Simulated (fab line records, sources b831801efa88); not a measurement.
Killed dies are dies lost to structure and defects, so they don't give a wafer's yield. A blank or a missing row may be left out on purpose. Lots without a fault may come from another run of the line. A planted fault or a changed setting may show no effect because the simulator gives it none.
One fault seen from 2 desks | flow sky130 | each desk has only its own numbers; what lay behind them comes last

THE METROLOGY DESK
What the gauges read, lot by lot, whatever tool the lot ran on: means of the sampled wafers that have a number. A lot is out of limits, marked OUT, if its mean lies more than 4 standard deviations from the usual mean; the brackets give that distance.
Columns: A = cd_nm at SKY_SD_N_CD_MEAS_07, usual 380.4 nm; B = SD_N_RS at SKY_SD_N_RS_MEAS_16, usual 68.64 ohm/sq; C = SD_P_RS at SKY_SD_N_RS_MEAS_17, usual 147.3 ohm/sq
lot  | first seen here | A     | B               | C
L312 | day 27 19:37    | 379.4 | 68.66           | 147.5
L313 | day 28 02:46    | 380.5 | 68.52           | 146.9
L316 | day 29 11:34    | 378.5 | 68.69           | 147.5
L318 | day 29 18:31    | 380.3 | 68.52           | 147.0
L320 | day 31 06:25    | 382.1 | 68.65           | 147.6
L324 | day 31 23:50    | 378.7 | 68.65           | 147.3
L327 | day 32 21:22    | 379.3 | 68.70           | 147.6
L333 | day 34 16:31    | 382.9 | 71.96 (+28) OUT | 166.2 (+47) OUT
L331 | day 34 16:40    | 380.5 | 68.80           | 148.1
L334 | day 34 22:55    | 380.7 | 71.91 (+27) OUT | 166.4 (+48) OUT
L335 | day 35 07:49    | 380.2 | 68.74           | 147.6
This desk's finding: out of limits on L333, L334; first on L333, day 34 17:22 (SD_N_RS at SKY_SD_N_RS_MEAS_16). In limits: L312, L313, L316, L318, L320, L324, L327, L331, L335.

THE TOOL OWNER'S DESK: rtp_anneal-02
The tool's own readings at SKY_SD_N_RTA_14 (time 2 s): means of the sampled wafers that have a number, for each lot that ran on this tool. A lot is out of limits, marked OUT, if its mean lies more than 4 standard deviations from the usual mean; the brackets give that distance.
Columns: A = lamp_power_pct at SKY_SD_N_RTA_14, usual 15.74 %; B = wafer_temp_C_max at SKY_SD_N_RTA_14, usual 1077.9
lot  | first seen here | A               | B
L312 | day 27 20:17    | 15.71           | 1078.2
L316 | day 29 12:14    | 15.76           | 1077.6
L320 | day 31 07:05    | 15.74           | 1079.0
L324 | day 32 00:29    | 15.79           | 1078.6
L333 | day 34 17:11    | 15.02 (-13) OUT | 1078.7
L334 | day 34 23:38    | 15.04 (-13) OUT | 1078.2
This desk's finding: out of limits on L333, L334; first on L333, day 34 17:11 (lamp_power_pct at SKY_SD_N_RTA_14). In limits: L312, L316, L320, L324.

PUT TOGETHER
The tool owner's desk could have raised an alarm at day 34 17:11, on L333, L334.
The metrology desk could have raised an alarm at day 34 17:22, on L333, L334.
Of the lots named, all ran SKY_SD_N_RTA_14 on rtp_anneal-02.

WHAT THE SIMULATOR HAD PUT IN
Process parameter drift: rtp_anneal-02, from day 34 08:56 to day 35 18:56, at SKY_SD_N_RTA_14. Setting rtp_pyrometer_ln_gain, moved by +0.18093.
Lots struck among those shown: L333, L334.
Hours from the fault's start to each desk's first reading out of limits: the tool owner's desk, 8; the metrology desk, 8.
